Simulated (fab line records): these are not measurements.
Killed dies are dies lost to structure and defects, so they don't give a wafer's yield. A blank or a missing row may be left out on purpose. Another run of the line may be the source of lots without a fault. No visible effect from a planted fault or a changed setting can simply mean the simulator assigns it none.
A struck lot beside a sound one / flow gf180mcu / 22 out of 602 route steps
Sound: these wafers, L260.1, L260.2, L260.3. Wafers L271.1, L271.5, L271.6 were the ones struck. Last of all comes the cause.
At each step with rows: each side's tool, then ch and its chambers, then its first start. Under that, the readings that differ: sound wafers / struck wafers / difference of the means / sigmas: that difference in standard deviations of wafers without a fault.
alike: same words and numbers on both sides, and readings whose means sit less than 2 such deviations apart. not compared: any withheld reading, any reading some wafer has no value for, any bound like >300 that may hide the same value, and any number with overlapping values for which the record gives no deviation.
Wherever a step has rows on one side only, a row that says differs or no value, or a row with sigmas, the two part there. Numbers that don't overlap but have no deviation are shown without sigmas and don't part them. A reading missing from all wafers of one side parts the sides only when that side holds two or more wafers.

first, 3 steps without rows for these wafers: GF_M2_STRIP_18 (strips in post etch residue remover, time 1200 s); GF_M2_CLEAN_19 (cleans in DIW); GF_V2_CVD_00 (deposits SiO2, target thk 600 nm, time 100 s).
GF_V2_THK_MEAS_01:
  sound on film metro-01, day 19 14:29; struck on film metro-03, day 23 05:14
  alike: V2_CVD_00_THK
GF_V2_CVD_02: deposits SiO2 from TEOS, target thk 850 nm, time 94.851 s.
  sound on pecvd-02 ch 0,1,2, day 19 14:32; struck on pecvd-04 ch 0,1, day 23 05:18
  alike: heater power w, susceptor temp C
GF_V2_THK_MEAS_03:
  sound on film metro-03, day 19 14:37; struck on film metro-01, day 23 05:22
  alike: V2_CVD_02_THK
GF_V2_CMP_04: polishes SiO2.
  sound on cmp-02 ch 0,1,2, day 19 14:43; struck on cmp-01 ch 0,3, day 23 05:26
  alike: motor current A, retaining ring pressure frac, time to endpoint s
GF_V2_BOW_MEAS_05:
  sound on film metro-03, day 19 14:58; struck on film metro-01, day 23 05:44
  alike: V2_BOW
then, 4 steps without rows for these wafers: GF_V2_DEHYDRATE_06 (time 60 s); GF_V2_HMDS_07 (prime time 60 s); GF_V2_COAT_08; GF_V2_COAT_09 (resist thk 1000 nm).
GF_V2_SOFTBAKE_10: time 60 s.
  sound on litho track-04 ch 0, day 20 02:00; struck on litho track-02 ch 0, day 23 17:00
reading=heater power total W (W); sound=93.02 93.05 93.12; struck=102.65 102.65 102.67; difference=+9.59; sigmas=+99 or more
reading=plate temp C (C); sound=130.03 129.87 129.91; struck=140.23 140.19 140.04; difference=+10.22; sigmas=+79
reading=model.KrF_of_V2_COAT_09.thk nm (nm); sound=1002 1006 1005; struck=986.6 983.8 985.2; difference=-19.1; sigmas=
then, 2 steps without rows for these wafers: GF_V2_EXPOSE_11 (exposes mask Via2, target cd 260 nm); GF_V2_PEB_12 (peb time 90 s).
GF_V2_DEVELOP_13: develop time 60 s.
  sound on litho track-01 ch 0, day 20 14:02; struck on litho track-01 ch 0, day 24 04:08
reading=model.KrF_of_V2_COAT_09.thk nm (nm); sound=987.4 990.7 990.3; struck=971.8 969 970.4; difference=-19.1; sigmas=
GF_V2_CD_MEAS_14: target cd 260 nm.
  sound on cd sem-01, day 20 14:11; struck on cd sem-01, day 24 04:17
reading=cd nm (nm); sound=258.8 259.1 258.5; struck=295.0 293.5 294.6; difference=+35.6; sigmas=+27
GF_V2_OVL_MEAS_15:
  sound on overlay-01, day 20 14:18; struck on overlay-02, day 24 04:24
  alike: V2_OVL
GF_V2_ETCH_16: etches BARC in N2/H2.
  sound on rie diel-01 ch 1,2,3, day 20 14:20; struck on rie diel-03 ch 1,2,3, day 24 04:26
reading=model.V2.cd nm (nm); sound=259.2 259.6 258.6; struck=293.9 292.8 293.9; difference=+34.4; sigmas=
  alike: bias w, drypump motor current A, oes product au, throttle valve pct
GF_V2_ETCH_17: etches SiO2 in C4F8/O2/Ar, stops on TiN, target depth 630 nm.
  sound on rie diel-01 ch 1,2,3; struck on rie diel-03 ch 1,2,3
reading=model.V2.cd nm (nm); sound=259.1 259.2 258.3; struck=292.4 291.8 293.1; difference=+33.6; sigmas=
  alike: bias w, oes product au
GF_V2_STRIP_18: strips in O2/N2.
  sound on plasma asher-01 ch 0,1, day 20 14:28; struck on plasma asher-03 ch 0,1, day 24 04:34
  alike: drypump motor current A, heater power w, o2 flow sccm, oes product au
  not compared: rf hours counter h
-- the record jumps here: 8 days lie between the struck wafers' starts before and after (it left off in module V2 and takes up again in module PASSIVATION, whose first step shown is number 602 of the route) --
GF_PASSIVATION_PROBE_99:
  sound on prober-02, day 29 04:44; struck on prober-01, day 32 04:17
reading=model.etest.via2 chain.rc ohm; sound=6.378 6.343 6.372; struck=5.059 5.23 4.801; difference=-1.334; sigmas=

== WHERE THEY PART ==
At GF_V2_SOFTBAKE_10 first; at GF_V2_CD_MEAS_14 last (within this record only). Later steps at which nothing parts them and some readings are alike: GF_V2_OVL_MEAS_15, GF_V2_ETCH_16, GF_V2_ETCH_17, GF_V2_STRIP_18.

WHY: whatever the simulator had introduced
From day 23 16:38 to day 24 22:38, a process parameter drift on litho track-02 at GF_V2_SOFTBAKE_10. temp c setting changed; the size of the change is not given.
